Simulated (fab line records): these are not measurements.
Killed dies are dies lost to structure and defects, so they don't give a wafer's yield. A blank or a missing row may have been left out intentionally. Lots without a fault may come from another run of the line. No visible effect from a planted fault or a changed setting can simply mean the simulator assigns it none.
fab line records	flow gf180mcu
record: lots: 13	wafers: 39	lastDay: 34
route steps=602 shown STI@25 NWELL@50 MVSD@76 VT_IMPLANT@122
lots untouched by any fault: they come from a run of this same line in which no faults occurred
startH: start of the lot's first displayed wafer, in hours after the record's first day	waitH: how many hours have passed since the lot's step before this one	" unchanged from the row above	L1.1+2: several wafers, shown together as one row	- either no value or no given start	* or withheld: withheld	< > ~ a bound
route shown NAME@n: a module of which the file shows steps, and the number in the route of the first	usual: mean/standard deviation taken from wafers without a fault	same: alike in all rows	chamber/n: place in a boat	sites: each site's reading	_std_site: how widely they spread, as a standard deviation	_edge_site: inner sites' mean taken away from outer sites' mean	radiusMm: for every site, how far away it sits from the centre of the wafer	mask NAME#n: copy n	behind: the most recent tool/chamber to have shaped the wafer	hold: why the lot was held/for how many hours/how that ended	device: which transistor (n, p or np) failed to switch	end of line: the tests these same wafers got at the end of their route	step lacking rows: just its recipe	killed: the dies lost at the first sort to structure and to defects; this is not the yield of the wafer	map: dies across one wafer; x = killed, . = not, _ = none there
set.NAME: the setting that was run; set.NAME@STEP: the one run at that earlier step	model.NAME: the simulator's own value behind a step, which no gauge read
a sample of lots followed through the steps of the route, with each step as a table and each wafer as a row
services: the hour from which a tool's chamber was out of use, counted from the record's first day as startH (under 0 if before that day), plus the number of hours and why
== steps ==
step: GF_STI_THK_MEAS_24
recipe: reads: SiO2_of_STI_CVD_23
usual: STI_CVD_23_THK: 650/11
lot.wafer	tool	chamber	startH	waitH	STI_CVD_23_THK[nm]
L218.2	filmMetro-01	-	26.98	0.0	667
L218.4	"	-	"	"	662
L218.6	"	-	"	"	658
L219.2	filmMetro-01	-	32.32	0.0	658
L219.5	"	-	"	"	641
L219.6	"	-	"	"	652
L221.3	filmMetro-01	-	44.54	0.1	656
L221.5	"	-	"	"	660
L221.6	"	-	"	"	664
L222.2	filmMetro-03	-	50.49	0.0	641
L222.3	"	-	"	"	660
L222.5	"	-	"	"	659
L223.1	filmMetro-03	-	54.05	0.0	664
L223.5	"	-	"	"	655
L223.6	"	-	"	"	672
L224.2	filmMetro-02	-	59.28	0.0	652
L224.3	"	-	"	"	659
L224.6	"	-	"	"	666
L225.1	filmMetro-03	-	64.55	0.0	657
L225.4	"	-	"	"	657
L225.6	"	-	"	"	665
L228.1	filmMetro-01	-	79.65	0.0	638
L228.2	"	-	"	"	654
L228.3	"	-	"	"	651
L229.1	filmMetro-03	-	84.44	0.0	664
L229.5	"	-	"	"	657
L229.6	"	-	"	"	658
L232.1	filmMetro-01	-	99.28	0.0	640
L232.2	"	-	"	"	651
L232.3	"	-	"	"	662
L234.2	filmMetro-01	-	111.17	0.0	649
L234.3	"	-	"	"	647
L234.6	"	-	"	"	646
L237.1	filmMetro-01	-	124.82	0.0	660
L237.3	"	-	"	"	667
L237.6	"	-	"	"	652
L240.1	filmMetro-02	-	141.13	0.1	644
L240.3	"	-	"	"	659
L240.6	"	-	"	"	645
step: GF_NWELL_IMPLANT_08
recipe: species: P	energyKev: 450	doseCm2: 1.5e+13	tiltDeg: 0
usual: beamEnergyKeV: 450.00/0.14
lot.wafer	tool	chamber	startH	waitH	beamEnergyKeV
L218.2	implanter-01	0	54.18	0.0	449.93
L218.4	"	0	"	"	450.06
L218.6	"	0	"	"	450.00
L219.2	implanter-04	0	60.48	0.0	450.19
L219.5	"	0	"	"	450.01
L219.6	"	0	"	"	449.93
L221.3	implanter-01	0	75.41	0.1	450.04
L221.5	"	0	"	"	450.06
L221.6	"	0	"	"	450.12
L222.2	implanter-01	0	79.48	0.0	449.85
L222.3	"	0	"	"	449.79
L222.5	"	0	"	"	449.73
L223.1	implanter-04	0	83.11	0.0	449.94
L223.5	"	0	"	"	449.84
L223.6	"	0	"	"	450.31
L224.2	implanter-04	0	91.03	0.0	449.83
L224.3	"	0	"	"	449.80
L224.6	"	0	"	"	449.87
L225.1	implanter-04	0	95.48	0.0	449.99
L225.4	"	0	"	"	450.11
L225.6	"	0	"	"	450.13
L228.1	implanter-04	0	110.76	0.0	450.05
L228.2	"	0	"	"	449.77
L228.3	"	0	"	"	450.03
L229.1	implanter-04	0	116.11	0.0	449.92
L229.5	"	0	"	"	450.00
L229.6	"	0	"	"	449.93
L232.1	implanter-04	0	132.03	0.0	449.92
L232.2	"	0	"	"	449.76
L232.3	"	0	"	"	449.77
L234.2	implanter-04	0	144.28	0.0	467.69
L234.3	"	0	"	"	467.49
L234.6	"	0	"	"	467.63
L237.1	implanter-04	0	159.21	0.0	467.58
L237.3	"	0	"	"	467.64
L237.6	"	0	"	"	467.46
L240.1	implanter-03	0	176.36	0.0	450.09
L240.3	"	0	"	"	449.85
L240.6	"	0	"	"	450.03
step: GF_MVSD_STRIP_10
recipe: chemistry: O2/N2	powerW: 1400	pressureMtorr: 1500	platenTempC: 250	o2FlowSccm: 3000	n2FlowSccm: 300	overashFraction: 0.5
usual: drypumpMotorCurrentA: 6.0/0.38	heaterPowerW: 325/38	oesProductAu: 0.723/0.0046	stripTimeToEndpointS: 36.99/0.092
same: overashFraction: 0.5
lot.wafer	tool	chamber	startH	waitH	drypumpMotorCurrentA	heaterPowerW	oesProductAu	rfHoursCounterH	stripTimeToEndpointS
L218.2	plasmaAsher-02	1	81.76	0.1	5.9	332	0.721	28	37.02
L218.4	"	1	"	"	6.0	333	0.729	-	37.02
L218.6	"	1	"	"	5.9	337	0.727	-	37.08
L219.2	plasmaAsher-03	1	88.91	0.1	5.8	259	0.730	43	37.12
L219.5	"	0	"	"	6.0	322	0.729	-	37.11
L219.6	"	1	"	"	5.9	257	0.725	-	37.14
L221.3	plasmaAsher-03	1	104.72	0.1	5.9	263	0.728	-	36.91
L221.5	"	0	"	"	5.9	319	0.723	-	36.89
L221.6	"	1	"	"	5.9	261	0.727	-	36.84
L222.2	plasmaAsher-04	0	108.51	0.1	5.1	314	0.727	44	36.98
L222.3	"	0	"	"	5.1	302	0.729	-	36.98
L222.5	"	0	"	"	5.2	316	0.728	-	37.03
L223.1	plasmaAsher-03	1	111.99	0.1	5.8	275	0.724	45	36.98
L223.5	"	1	"	"	5.8	257	0.726	-	37.03
L223.6	"	0	"	"	6.0	318	0.728	-	36.91
L224.2	plasmaAsher-02	1	120.93	0.1	6.0	333	0.724	32	36.98
L224.3	"	0	"	"	6.2	379	0.723	-	36.96
L224.6	"	1	"	"	6.0	338	0.730	-	36.98
L225.1	plasmaAsher-03	0	124.78	0.1	6.0	317	0.725	47	37.01
L225.4	"	1	"	"	5.9	260	0.722	-	36.87
L225.6	"	1	"	"	5.9	260	0.725	-	36.97
L228.1	plasmaAsher-02	0	141.94	0.1	6.2	375	0.727	34	36.96
L228.2	"	1	"	"	6.0	344	0.716	34	36.94
L228.3	"	1	"	"	6.0	339	0.723	-	36.94
L229.1	plasmaAsher-03	0	146.76	0.1	5.9	325	0.724	49	36.93
L229.5	"	1	"	"	5.9	262	0.720	-	36.95
L229.6	"	0	"	"	6.0	328	0.725	-	36.95
L232.1	plasmaAsher-03	0	163.84	0.1	5.9	324	0.721	51	36.87
L232.2	"	1	"	"	5.9	260	0.719	51	36.83
L232.3	"	0	"	"	6.0	325	0.730	-	36.85
L234.2	plasmaAsher-02	0	177.53	0.1	6.2	390	0.723	38	36.98
L234.3	"	0	"	"	6.2	370	0.729	-	36.91
L234.6	"	0	"	"	6.2	378	0.720	-	36.80
L237.1	plasmaAsher-04	0	192.49	0.1	5.1	315	0.728	53	36.89
L237.3	"	1	"	"	6.6	346	0.718	-	36.90
L237.6	"	0	"	"	5.1	304	0.727	-	36.84
L240.1	plasmaAsher-02	1	211.86	0.1	6.0	337	0.717	42	37.13
L240.3	"	1	"	"	6.0	340	0.722	-	37.00
L240.6	"	1	"	"	6.0	332	0.723	-	37.16
step: GF_VT_IMPLANT_TW_MEAS_32
usual: VT_IMPLANT_3_TW: 271.8/1.6
lot.wafer	tool	chamber	startH	waitH	VT_IMPLANT_3_TW
L218.2	filmMetro-04	-	140.97	0.1	272.3
L218.4	"	-	"	"	273.1
L218.6	"	-	"	"	271.1
L219.2	filmMetro-02	-	147.22	0.1	272.7
L219.5	"	-	"	"	273.9
L219.6	"	-	"	"	272.1
L221.3	filmMetro-02	-	165.73	0.1	271.6
L221.5	"	-	"	"	272.2
L221.6	"	-	"	"	272.5
L222.2	filmMetro-04	-	170.13	0.2	273.5
L222.3	"	-	"	"	271.8
L222.5	"	-	"	"	270.2
L223.1	filmMetro-04	-	176.08	0.1	269.9
L223.5	"	-	"	"	271.0
L223.6	"	-	"	"	270.4
L224.2	filmMetro-04	-	185.07	0.1	271.6
L224.3	"	-	"	"	271.1
L224.6	"	-	"	"	270.6
L225.1	filmMetro-02	-	188.80	0.1	274.2
L225.4	"	-	"	"	272.9
L225.6	"	-	"	"	274.1
L228.1	filmMetro-04	-	209.83	0.1	273.8
L228.2	"	-	"	"	271.6
L228.3	"	-	"	"	273.0
L229.1	filmMetro-04	-	214.23	0.1	271.6
L229.5	"	-	"	"	271.7
L229.6	"	-	"	"	271.7
L232.1	filmMetro-04	-	233.36	0.1	271.6
L232.2	"	-	"	"	271.6
L232.3	"	-	"	"	272.6
L234.2	filmMetro-01	-	248.63	0.1	270.8
L234.3	"	-	"	"	270.2
L234.6	"	-	"	"	270.4
L237.1	filmMetro-02	-	266.10	0.1	273.6
L237.3	"	-	"	"	274.4
L237.6	"	-	"	"	275.3
L240.1	filmMetro-02	-	289.40	0.1	273.5
L240.3	"	-	"	"	272.2
L240.6	"	-	"	"	272.7
step: GF_VT_IMPLANT_RS_MEAS_47
recipe: thkMeasGauge: four-point-probe
usual: NWELL_RS: 487.8/1.2
lot.wafer	tool	chamber	startH	waitH	NWELL_RS[ohm/sq]
L218.2	filmMetro-03	-	157.03	0.1	488.0
L218.4	"	-	"	"	486.8
L218.6	"	-	"	"	487.6
L219.2	filmMetro-04	-	163.16	0.1	487.0
L219.5	"	-	"	"	488.6
L219.6	"	-	"	"	487.0
L221.3	filmMetro-03	-	183.03	0.1	487.5
L221.5	"	-	"	"	486.6
L221.6	"	-	"	"	488.5
L222.2	filmMetro-03	-	186.66	0.1	487.5
L222.3	"	-	"	"	487.2
L222.5	"	-	"	"	486.7
L223.1	filmMetro-02	-	193.56	0.1	487.0
L223.5	"	-	"	"	488.2
L223.6	"	-	"	"	488.4
L224.2	filmMetro-04	-	202.68	0.1	488.4
L224.3	"	-	"	"	487.0
L224.6	"	-	"	"	489.1
L225.1	filmMetro-02	-	206.34	0.1	487.0
L225.4	"	-	"	"	487.0
L225.6	"	-	"	"	488.3
L228.1	filmMetro-04	-	227.66	0.1	485.7
L228.2	"	-	"	"	484.3
L228.3	"	-	"	"	487.9
L229.1	filmMetro-03	-	233.04	0.1	487.4
L229.5	"	-	"	"	487.8
L229.6	"	-	"	"	488.6
L232.1	filmMetro-03	-	252.24	0.1	487.2
L232.2	"	-	"	"	486.2
L232.3	"	-	"	"	486.4
L234.2	filmMetro-04	-	267.85	0.1	483.5
L234.3	"	-	"	"	483.4
L234.6	"	-	"	"	483.9
L237.1	filmMetro-03	-	286.78	0.1	484.6
L237.3	"	-	"	"	486.0
L237.6	"	-	"	"	486.5
L240.1	filmMetro-02	-	310.72	0.1	489.5
L240.3	"	-	"	"	488.2
L240.6	"	-	"	"	487.6
== services ==
tool	chamber	startH	hours	kind
plasmaAsher-04	-	32.54	5.0	repair
plasmaAsher-04	-	63.41	28.1	pm
implanter-01	-	70.18	1.3	repair
plasmaAsher-03	-	73.20	4.2	repair
implanter-01	-	82.21	4.2	repair
implanter-01	-	95.58	25.1	pm
implanter-04	-	98.88	3.3	pm
plasmaAsher-02	-	111.71	2.8	pm
plasmaAsher-04	-	112.18	2.6	repair
implanter-03	-	122.28	4.5	pm
implanter-04	-	199.82	2.6	pm
== key ==
firstSign: step: GF_NWELL_IMPLANT_08	reading: beamEnergyKeV	direction: up	sigmas: 99+	usual: 450.00	struck: 467.58
effect: step: GF_VT_IMPLANT_RS_MEAS_47	reading: NWELL_RS	direction: down	sigmas: 2.7	usual: 487.8	struck: 484.6
metAt GF_NWELL_IMPLANT_08
struckLots L234,L237
testerLeftOut L234,L237
notActingAt GF_STI_THK_MEAS_24,GF_MVSD_STRIP_10,GF_VT_IMPLANT_TW_MEAS_32
onsetBetween 132.03 144.28
fault: kind: processParameterDrift	tool: implanter-04	chamber: -	onsetH: 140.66	steps: GF_NWELL_IMPLANT_08	channel: energyKev	offset: 17.683	shape: step	endH: 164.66	actsIn: theseRecipesOnly	stated: 450
testerLeftOut: of these lots the tester's yield and bins aren't shown, on N5 and GAA mostly nor the transistor test; their killed dies are dies lost to structure and defects alone, not to doping, threshold or leakage, so they don't give the yield
